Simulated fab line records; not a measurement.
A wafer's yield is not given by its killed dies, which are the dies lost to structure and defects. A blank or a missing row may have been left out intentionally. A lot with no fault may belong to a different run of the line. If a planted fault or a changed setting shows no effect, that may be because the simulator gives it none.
Which tool is to blame? | flow sky130 | 13 lots with 39 wafers sampled at 6 steps, on a route of 708 steps

WHAT EACH GAUGE READ, for each wafer
SKY_VIA2_RS_MEAS_22: measurement is done with a four-point probe. Usual: VIA2_W_RS gives 0.276 ohm/sq (standard deviation 0.0035).
lot  | measured     | on            | VIA2_W_RS (ohm/sq) | flag
L713 | day 36 13:37 | film metro-01 | 0.277 0.278 0.277  |
L715 | day 37 12:14 | film metro-01 | 0.279 0.273 0.274  |
L714 | day 37 12:31 | film metro-04 | 0.276 0.276 0.273  |
L716 | day 37 21:11 | film metro-01 | 0.280 0.277 0.280  |
L717 | day 38 18:46 | film metro-01 | 0.276 0.281 0.284  |
L719 | day 38 19:50 | film metro-02 | 0.280 0.277 0.277  |
L720 | day 39 01:29 | film metro-01 | 0.279 0.274 0.275  |
L721 | day 39 17:24 | film metro-01 | 0.272 0.269 0.271  |
L723 | day 40 04:45 | film metro-02 | 0.274 0.273 0.274  |
L724 | day 40 22:22 | film metro-04 | 0.279 0.278 0.277  |
L726 | day 41 02:43 | film metro-02 | 0.274 0.272 0.275  |
L728 | day 41 19:47 | film metro-01 | 0.277 0.277 0.274  |
L731 | day 42 02:50 | film metro-01 | 0.274 0.272 0.276  |

SKY_CAPM_OVL_MEAS_12. Usual: CAPM_OVL gives 0.8 nm (standard deviation 1.4).
lot  | measured     | on         | CAPM_OVL (nm)  | flag
L713 | day 37 16:17 | overlay-02 | 1.3 1.4 0.3    |
L715 | day 38 14:42 | overlay-02 | 3.4 2.9 3.6    |
L714 | day 38 15:00 | overlay-01 | 3.3 1.2 5.0    |
L716 | day 38 23:19 | overlay-01 | 0.2 0.6 -0.1   |
L717 | day 39 20:25 | overlay-02 | -1.5 0.0 1.5   |
L719 | day 39 21:14 | overlay-02 | 0.3 1.3 1.5    |
L720 | day 40 04:39 | overlay-02 | 0.7 0.9 0.2    |
L721 | day 40 17:55 | overlay-02 | 2.7 2.8 1.4    |
L723 | day 41 05:31 | overlay-01 | -1.4 -2.8 -0.1 |
L724 | day 41 23:04 | overlay-01 | 0.3 0.4 -0.1   |
L726 | day 42 02:37 | overlay-02 | 1.1 2.3 1.3    |
L728 | day 42 20:13 | overlay-02 | -2.4 -0.3 -0.9 |
L731 | day 43 02:59 | overlay-01 | 0.7 -0.7 -0.8  |

WHAT TOOL EACH LOT RAN ON (gives the tool, then ch and the chambers of the sampled wafers, and finally the start)
lot  | SKY_VIA2_CMP_02               | SKY_VIA2_ETCH_14                   | SKY_VIA2_ETCH_15                   | SKY_VIA2_STRIP_16
L713 | cmp-01 ch 1,3, day 35 11:01   | rie diel-01 ch 1,3, day 36 12:43   | rie diel-01 ch 1,3, day 36 12:45   | plasma asher-01 ch 1, day 36 12:49
L715 | cmp-02 ch 0,2,3, day 36 09:10 | rie diel-01 ch 0,2, day 37 11:19   | rie diel-01 ch 0,2, day 37 11:21   | plasma asher-02 ch 0,1, day 37 11:25
L714 | cmp-01 ch 1,3, day 36 09:28   | rie diel-03 ch 1,2, day 37 11:37   | rie diel-03 ch 1,2, day 37 11:40   | plasma asher-01 ch 0,1, day 37 11:44
L716 | cmp-01 ch 0,2,3, day 36 17:38 | rie diel-04 ch 1,2,3, day 37 20:16 | rie diel-04 ch 1,2,3, day 37 20:18 | plasma asher-01 ch 0,1, day 37 20:22
L717 | cmp-01 ch 2,3, day 37 15:38   | rie diel-01 ch 2,3, day 38 17:47   | rie diel-01 ch 2,3, day 38 17:50   | plasma asher-03 ch 0,1, day 38 17:54
L719 | cmp-01 ch 0,1, day 37 16:43   | rie diel-01 ch 0,1,3, day 38 18:49 | rie diel-01 ch 0,1,3, day 38 18:52 | plasma asher-01 ch 0,1, day 38 18:57
L720 | cmp-02 ch 0,1,3, day 37 22:29 | rie diel-04 ch 0,2,3, day 39 00:34 | rie diel-04 ch 0,2,3, day 39 00:37 | plasma asher-03 ch 0,1, day 39 00:40
L721 | cmp-02 ch 0,3, day 38 15:38   | rie diel-01 ch 0,1,3, day 39 16:31 | rie diel-01 ch 0,1,3, day 39 16:33 | plasma asher-02 ch 0,1, day 39 16:37
L723 | cmp-01 ch 0,1,2, day 39 03:59 | rie diel-01 ch 0,1, day 40 03:52   | rie diel-01 ch 0,1, day 40 03:55   | plasma asher-01 ch 0,1, day 40 03:58
L724 | cmp-01 ch 1,2,3, day 39 20:49 | rie diel-01 ch 0,1,3, day 40 21:25 | rie diel-01 ch 0,1,3, day 40 21:27 | plasma asher-02 ch 0,1, day 40 21:31
L726 | cmp-01 ch 1,2,3, day 40 01:15 | rie diel-04 ch 0,2, day 41 01:49   | rie diel-04 ch 0,2, day 41 01:51   | plasma asher-02 ch 0,1, day 41 01:55
L728 | cmp-01 ch 0,1,3, day 40 18:39 | rie diel-04 ch 1,2,3, day 41 18:52 | rie diel-04 ch 1,2,3, day 41 18:55 | plasma asher-01 ch 0,1, day 41 18:58
L731 | cmp-02 ch 1,2, day 41 01:56   | rie diel-03 ch 0,1, day 42 01:52   | rie diel-03 ch 0,1, day 42 01:54   | plasma asher-01 ch 0,1, day 42 02:00
- SKY_VIA2_CMP_02: polishes SiO2.
- SKY_VIA2_ETCH_14: etches BARC in N2/H2, stops on SiO2, time 45.9 s, target depth 60 nm.
- SKY_VIA2_ETCH_15: etches SiO2 in C4F8/O2/Ar, stops on TiN, target depth 546 nm, time 84 s.
- SKY_VIA2_STRIP_16: strips in O2/N2.

WHAT THE TOOLS THEMSELVES READ (means of the sampled wafers that have a number; where no wafer has one, the mark that the record gives instead)
SKY_VIA2_CMP_02. Usual: motor current A at 12.2 A, with a standard deviation of 1.
lot  | tool   | motor current A (A) | flag
L713 | cmp-01 | 12.6                |
L715 | cmp-02 | 12.6                |
L714 | cmp-01 | 12.1                |
L716 | cmp-01 | 12.2                |
L717 | cmp-01 | 12.7                |
L719 | cmp-01 | 11.0                |
L720 | cmp-02 | 13.3                |
L721 | cmp-02 | 13.1                |
L723 | cmp-01 | 11.6                |
L724 | cmp-01 | 12.1                |
L726 | cmp-01 | 12.2                |
L728 | cmp-01 | 11.8                |
L731 | cmp-02 | 12.2                |

SKY_VIA2_ETCH_14. Usual: drypump motor current A 6.03 A, standard deviation 0.24; oes product au 0.854 a.u., standard deviation 0.0045; throttle valve pct 13.225 %, standard deviation 0.0088.
lot  | tool        | drypump motor current A (A) | oes product au (a.u.) | throttle valve pct (%) | flag
L713 | rie diel-01 | 6.22                        | 0.856                 | 13.230                 |
L715 | rie diel-01 | 5.81                        | 0.855                 | 13.213                 |
L714 | rie diel-03 | 6.03                        | 0.859                 | 13.224                 |
L716 | rie diel-04 | 6.17                        | 0.856                 | 13.225                 |
L717 | rie diel-01 | 5.84                        | 0.853                 | 13.218                 |
L719 | rie diel-01 | 6.14                        | 0.857                 | 13.235                 |
L720 | rie diel-04 | 6.00                        | 0.854                 | 13.229                 |
L721 | rie diel-01 | 6.15                        | 0.856                 | 13.232                 |
L723 | rie diel-01 | 6.23                        | 0.855                 | 13.214                 |
L724 | rie diel-01 | 6.14                        | 0.852                 | 13.233                 |
L726 | rie diel-04 | 5.75                        | 0.851                 | 13.228                 |
L728 | rie diel-04 | 6.18                        | 0.854                 | 13.222                 |
L731 | rie diel-03 | 5.87                        | 0.855                 | 13.225                 |

SKY_VIA2_ETCH_15. Usual: oes product au at 0.940 a.u., with a standard deviation of 0.0048.
lot  | tool        | oes product au (a.u.) | flag
L713 | rie diel-01 | 0.941                 |
L715 | rie diel-01 | 0.942                 |
L714 | rie diel-03 | 0.939                 |
L716 | rie diel-04 | 0.938                 |
L717 | rie diel-01 | 0.941                 |
L719 | rie diel-01 | 0.940                 |
L720 | rie diel-04 | 0.937                 |
L721 | rie diel-01 | 0.939                 |
L723 | rie diel-01 | 0.937                 |
L724 | rie diel-01 | 0.934                 |
L726 | rie diel-04 | 0.939                 |
L728 | rie diel-04 | 0.935                 |
L731 | rie diel-03 | 0.941                 |

SKY_VIA2_STRIP_16. Usual: drypump motor current A 5.6 A, standard deviation 0.47; oes product au 0.399 a.u., standard deviation 0.0046; strip time to endpoint s 4.054 s, standard deviation 0.028.
lot  | tool            | drypump motor current A (A) | oes product au (a.u.) | strip time to endpoint s (s) | flag
L713 | plasma asher-01 | 5.4                         | 0.402                 | 4.072                        |
L715 | plasma asher-02 | 5.8                         | 0.399                 | 4.046                        |
L714 | plasma asher-01 | 5.1                         | 0.403                 | 4.101                        |
L716 | plasma asher-01 | 5.1                         | 0.401                 | 4.036                        |
L717 | plasma asher-03 | 6.2                         | 0.398                 | 4.052                        |
L719 | plasma asher-01 | 5.1                         | 0.400                 | 4.044                        |
L720 | plasma asher-03 | 6.2                         | 0.401                 | 4.039                        |
L721 | plasma asher-02 | 5.8                         | 0.399                 | 4.057                        |
L723 | plasma asher-01 | 5.2                         | 0.403                 | 4.086                        |
L724 | plasma asher-02 | 5.8                         | 0.402                 | 4.086                        |
L726 | plasma asher-02 | 5.8                         | 0.400                 | 4.068                        |
L728 | plasma asher-01 | 5.2                         | 0.399                 | 4.040                        |
L731 | plasma asher-01 | 5.1                         | 0.396                 | 4.044                        |

THE ANSWER, worked out from the rows above alone
Rule: a lot counts as off when the mean over its wafers that have a number is more than 3 standard deviations away from the usual mean. A lot without any number at a reading at which 4 lots or more have one is off too. Where the step has rows for the other lots, those lots are counted as sound. After the gauges, taken in route order, come the tools' own readings; for these a lot's mean is taken, as printed above. At the first step where some lot is off, the reading lying furthest off is the one used; lots without a number count as furthest.
No lot is off at any reading shown: from this, nothing can be told.

WHAT THE SIMULATOR HAD INSERTED
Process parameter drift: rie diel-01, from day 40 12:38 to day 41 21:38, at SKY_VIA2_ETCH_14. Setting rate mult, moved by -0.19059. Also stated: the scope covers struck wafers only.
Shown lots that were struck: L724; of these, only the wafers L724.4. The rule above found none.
